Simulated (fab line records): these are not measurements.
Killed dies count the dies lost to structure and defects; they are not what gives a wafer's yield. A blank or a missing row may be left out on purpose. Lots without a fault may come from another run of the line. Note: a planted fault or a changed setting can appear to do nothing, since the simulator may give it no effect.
Which tool was responsible? ; flow sfqLine ; route of 325 steps, sampled at 1 step: 14 lots, 42 wafers

WHAT THE GAUGES SHOWED, per wafer
The record holds no reading of a measuring or inspecting step that can be judged against a usual standard deviation.

WHICH TOOL RAN EACH LOT (tool, then ch and the chambers of the sampled wafers, then the start)
lot;SFQ_TRILAYER_L0_VIA_ETCH_VIA_ETCH_016
L345;rieDiel-02 ch 0,3, day 7 12:33
L346;rieDiel-01 ch 0,1,3, day 7 22:09
L347;rieDiel-01 ch 1,2,3, day 8 12:33
L348;rieDiel-02 ch 0,1,3, day 8 18:33
L349;rieDiel-02 ch 1,2,3, day 9 04:15
L350;rieDiel-01 ch 0,1, day 9 06:52
L353;rieDiel-02 ch 0,2, day 10 12:39
L354;rieDiel-03 ch 0,1,3, day 10 17:10
L355;rieDiel-01 ch 2,3, day 11 03:56
L357;rieDiel-03 ch 0,2,3, day 11 19:32
L358;rieDiel-02 ch 0,2, day 12 01:32
L362;rieDiel-03 ch 0,3, day 13 07:19
L367;rieDiel-03 ch 0,1,3, day 14 20:16
L368;rieDiel-03 ch 0,1, day 15 03:28
- SFQ_TRILAYER_L0_VIA_ETCH_VIA_ETCH_016: etches SiO2 in CHF3, stops on MoNx KI, target depth 80 nm.

AS READ BY THE TOOLS THEMSELVES (means over the sampled wafers that have a number; for cases with no such wafer, the mark the record gives instead)
SFQ_TRILAYER_L0_VIA_ETCH_VIA_ETCH_016. Usual: biasW 79.97 W, standard deviation 0.24; chamberPressureMTorr 29.999 mTorr, standard deviation 0.029; drypumpMotorCurrentA 5.6 A, standard deviation 0.46; oesProductAu 0.842 a.u., standard deviation 0.0092.
lot;tool;biasW (W);chamberPressureMTorr (mTorr);drypumpMotorCurrentA (A);oesProductAu (a.u.);flag
L345;rieDiel-02;79.98;29.964;5.9;0.845;
L346;rieDiel-01;79.98;30.017;5.6;0.844;
L347;rieDiel-01;80.06;29.986;5.5;0.829;
L348;rieDiel-02;80.22;29.985;5.8;0.838;
L349;rieDiel-02;79.82;29.994;5.8;0.840;
L350;rieDiel-01;79.75;29.974;6.0;0.852;
L353;rieDiel-02;80.07;29.988;5.9;0.849;
L354;rieDiel-03;80.04;29.999;5.2;0.849;
L355;rieDiel-01;80.04;30.007;5.1;0.840;
L357;rieDiel-03;-;-;-;-;OFF
L358;rieDiel-02;-;-;-;-;OFF
L362;rieDiel-03;79.79;29.991;5.4;0.841;
L367;rieDiel-03;80.00;29.984;5.2;0.831;
L368;rieDiel-03;79.91;29.990;5.0;0.844;

THE ANSWER, worked out from the rows above alone
Rule: lot off if the mean of its wafers having a number is beyond 3 standard deviations from the usual mean. Also off: a lot with no number at a reading for which 4 or more lots have one. The other lots that the step has rows for count as sound. The gauges are gone through in route order, then the tools' own readings, and for those a lot's mean is taken as printed above. The first step at which some lot is off is used, and at that step the reading that is off furthest; a lot without a number counts as furthest.
Off: L357, L358, at SFQ_TRILAYER_L0_VIA_ETCH_VIA_ETCH_016 (biasW). Without a number there: L357, L358.
A tool fits if, at that step or a process step before it, it ran every lot that is off, and no sound lot after the first of them. None of those tried fits.

WHAT HAD BEEN PUT IN BY THE SIMULATOR
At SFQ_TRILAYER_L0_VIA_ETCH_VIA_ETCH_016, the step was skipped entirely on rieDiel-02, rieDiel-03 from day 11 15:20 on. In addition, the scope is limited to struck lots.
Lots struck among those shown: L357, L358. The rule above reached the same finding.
